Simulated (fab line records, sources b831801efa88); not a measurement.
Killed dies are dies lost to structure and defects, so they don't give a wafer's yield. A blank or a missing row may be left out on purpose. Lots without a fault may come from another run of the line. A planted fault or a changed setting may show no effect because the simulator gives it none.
A struck lot beside a sound one | flow sfq_line | 39 steps out of a route of 325
Sound: wafers L375.1, L375.2, L375.4. Struck: wafers L367.3, L367.6. (L367.4 of the same lot was not struck and is left out.) The cause comes at the end.
At each step with rows: each side's tool, then ch and its chambers, then its first start. Under that, the readings that differ: sound wafers | struck wafers | difference of the means | sigmas: that difference in standard deviations of wafers without a fault.
alike: readings whose means differ by less than 2 such deviations, and words and numbers that are the same on both sides. not compared: withheld readings, readings that some wafer has no value for, bounds like >300 that may hide the same value, and numbers for which the record gives no deviation and whose values overlap.
The two part at a step that has a row with sigmas, a row that says differs or no value, or rows on one side only. Numbers that don't overlap but have no deviation are shown without sigmas and don't part them. A reading that every wafer of one side lacks parts them only if that side has two wafers or more.

first, 6 steps without rows for these wafers: SFQ_TRILAYER_M0_LITHO_COAT_026 (resist thk 62 nm); SFQ_TRILAYER_M0_LITHO_COAT_021 (resist thk 600 nm); SFQ_TRILAYER_M0_LITHO_SOFTBAKE_025; SFQ_TRILAYER_M0_LITHO_EXPOSE_022 (exposes mask M0, target cd 500 nm); SFQ_TRILAYER_M0_LITHO_PEB_024 (peb time 62.16 s); SFQ_TRILAYER_M0_LITHO_DEVELOP_023 (time 60 s).
SFQ_M0_OVL_MEAS_906:
  sound on overlay-02, day 13 23:00; struck on overlay-01, day 11 04:50
  alike: M0_OVL
SFQ_TRILAYER_M0_BARC_OPEN_METAL_ETCH_031: etches BARC in O2, target depth 125 nm, time 41.7 s.
  sound on rie_metal-01 ch 0,1, day 13 23:02; struck on rie_metal-04 ch 0, day 11 04:53
  alike: chamber_pressure_mTorr, drypump_motor_current_A, oes_product_au
  not compared: rf_hours_counter_h
then, 4 steps without rows for these wafers: SFQ_TRILAYER_M0_ETCH_METAL_ETCH_024 (etches Nb in Cl2/Ar, stops on SiO2, target depth 240 nm, time 120 s); SFQ_TRILAYER_M0_STRIP_STRIP_025 (strips in O2); SFQ_TRILAYER_M0_STRIP_SOLV_CLEAN_026 (cleans in NMP, time 600 s); SFQ_TRILAYER_I0_DEP_PECVD_027 (deposits SiO2 from SiH4/N2O, time 111.11 s, target thk 500 nm).
SFQ_TRILAYER_I0_CMP_CMP_028: polishes SiO2.
  sound on cmp-02 ch 0,2,3, day 14 06:11; struck on cmp-02 ch 2, day 11 07:18
  reading                                             | sound             | struck      | difference | sigmas
  time_to_endpoint_s (s)                              | 230 215 212       | 193 197     | -24        | -3
  model.SiO2_of_TRILAYER_I0_DEP_PECVD_027.thk_nm (nm) | 200.2 199.7 199.3 | 217.9 217.5 | +18.0      |
  alike: motor_current_A
SFQ_I0_BOW_MEAS_907:
  sound on film_metro-03, day 14 09:11; struck on film_metro-03, day 11 10:20
  alike: I0_BOW
SFQ_TRILAYER_I0_METRO_MEASURE_029:
  sound on film_metro-03, day 14 09:19; struck on film_metro-03, day 11 10:49
  reading     | sound             | struck      | difference | sigmas
  thk_nm (nm) | 200.3 199.7 199.2 | 217.9 217.4 | +17.9      | +15
then, 6 steps without rows for these wafers: SFQ_TRILAYER_I0_VIA_LITHO_COAT_036 (resist thk 62 nm); SFQ_TRILAYER_I0_VIA_LITHO_COAT_031 (resist thk 650 nm); SFQ_TRILAYER_I0_VIA_LITHO_SOFTBAKE_035; SFQ_TRILAYER_I0_VIA_LITHO_EXPOSE_032 (exposes mask I0, target cd 500 nm); SFQ_TRILAYER_I0_VIA_LITHO_PEB_034 (peb time 60 s); SFQ_TRILAYER_I0_VIA_LITHO_DEVELOP_033 (time 60 s).
-- the record jumps here: 5 days lie between the struck wafers' starts before and after --
SFQ_I0_OVL_MEAS_908:
  sound on overlay-01, day 17 15:52; struck on overlay-02, day 16 09:53
  alike: I0_OVL
SFQ_TRILAYER_I0_VIA_BARC_OPEN_VIA_ETCH_046: etches BARC in O2, target depth 125 nm, time 41.7 s.
  sound on rie_diel-01 ch 1,2,3, day 17 15:55; struck on rie_diel-02 ch 0,3, day 16 09:55
  alike: chamber_pressure_mTorr, drypump_motor_current_A, oes_product_au
  not compared: rf_hours_counter_h
SFQ_TRILAYER_I0_VIA_ETCH_VIA_ETCH_034: etches SiO2 in CHF3, stops on Nb, target depth 260 nm.
  sound on rie_diel-01 ch 1,2,3, day 17 15:57; struck on rie_diel-02 ch 0,3, day 16 09:57
  reading                        | sound             | struck      | difference | sigmas
  oes_product_au (a.u.)          | 0.849 0.850 0.850 | 0.898 0.893 | +0.046     | +8
  model.etch.depth_nm (nm)       | 200.2 199.7 199.3 | 217.9 217.5 | +18.0      |
  model.I0.feature_depth_nm (nm) | 200.2 199.7 199.3 | 217.9 217.5 | +18.0      |
  alike: chamber_pressure_mTorr, drypump_motor_current_A
SFQ_TRILAYER_I0_VIA_STRIP_STRIP_035: strips in O2.
  sound on rie_metal-01 ch 0,1, day 17 16:04; struck on rie_metal-01 ch 0, day 16 10:28
  alike: chamber_pressure_mTorr, drypump_motor_current_A, oes_product_au
  not compared: rf_hours_counter_h
then, 2 steps without rows for these wafers: SFQ_TRILAYER_I0_VIA_STRIP_SOLV_CLEAN_036 (cleans in NMP, time 600 s); SFQ_TRILAYER_M1_DEP_PRE_CLEAN_038 (time 22.5 s).
SFQ_TRILAYER_M1_DEP_SPUTTER_037: material Nb, target thk 200 nm, time 133.3 s.
  sound on pvd_sputter-05, day 17 16:53; struck on pvd_sputter-03, day 16 11:29
  alike: throttle_valve_pct
SFQ_M1_RS_MEAS_909: measures by four-point-probe.
  sound on film_metro-01, day 17 16:58; struck on film_metro-02, day 16 11:37
  alike: M1_NB_RS
then, 6 steps without rows for these wafers: SFQ_TRILAYER_M1_LITHO_COAT_044 (resist thk 62 nm); SFQ_TRILAYER_M1_LITHO_COAT_039 (resist thk 600 nm); SFQ_TRILAYER_M1_LITHO_SOFTBAKE_043; SFQ_TRILAYER_M1_LITHO_EXPOSE_040 (exposes mask M1, target cd 500 nm); SFQ_TRILAYER_M1_LITHO_PEB_042 (peb time 60 s); SFQ_TRILAYER_M1_LITHO_DEVELOP_041 (time 60 s).
-- the record jumps here: 6 days lie between the struck wafers' starts before and after --
SFQ_M1_OVL_MEAS_911:
  sound on overlay-01, day 24 03:54; struck on overlay-02, day 22 03:47
  alike: M1_OVL
then, 1 step without rows for these wafers: SFQ_TRILAYER_M1_BARC_OPEN_METAL_ETCH_054 (etches BARC in O2, target depth 125 nm, time 41.7 s).
SFQ_TRILAYER_M1_ETCH_METAL_ETCH_042: etches Nb in Cl2/Ar, stops on SiO2, target depth 240 nm, time 120 s.
  sound on rie_metal-03 ch 0,1, day 24 03:59; struck on rie_metal-02 ch 0, day 22 03:55
  reading                                             | sound           | struck      | difference | sigmas
  model.SiO2_of_TRILAYER_I0_DEP_PECVD_027.thk_nm (nm) | 191.9 191.5 191 | 209.6 209.3 | +18.0      |
  alike: chamber_pressure_mTorr, drypump_motor_current_A, oes_product_au
  not compared: rf_hours_counter_h
SFQ_TRILAYER_M1_STRIP_STRIP_043: strips in O2.
  sound on rie_metal-03 ch 0,1, day 24 04:07; struck on rie_metal-02 ch 0, day 22 04:11
  alike: chamber_pressure_mTorr, drypump_motor_current_A, oes_product_au
  not compared: rf_hours_counter_h

WHERE THEY PART
First at SFQ_TRILAYER_I0_CMP_CMP_028; last, within this record, at SFQ_TRILAYER_I0_VIA_ETCH_VIA_ETCH_034. Later steps at which nothing parts them and some readings are alike: SFQ_TRILAYER_I0_VIA_STRIP_STRIP_035, SFQ_TRILAYER_M1_DEP_SPUTTER_037, SFQ_M1_RS_MEAS_909, SFQ_M1_OVL_MEAS_911, SFQ_TRILAYER_M1_ETCH_METAL_ETCH_042, SFQ_TRILAYER_M1_STRIP_STRIP_043.

WHY: what the simulator had put in
Process parameter drift: cmp-02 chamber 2, from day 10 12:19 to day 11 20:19, at SFQ_TRILAYER_I0_CMP_CMP_028. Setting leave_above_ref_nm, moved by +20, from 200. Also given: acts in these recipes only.
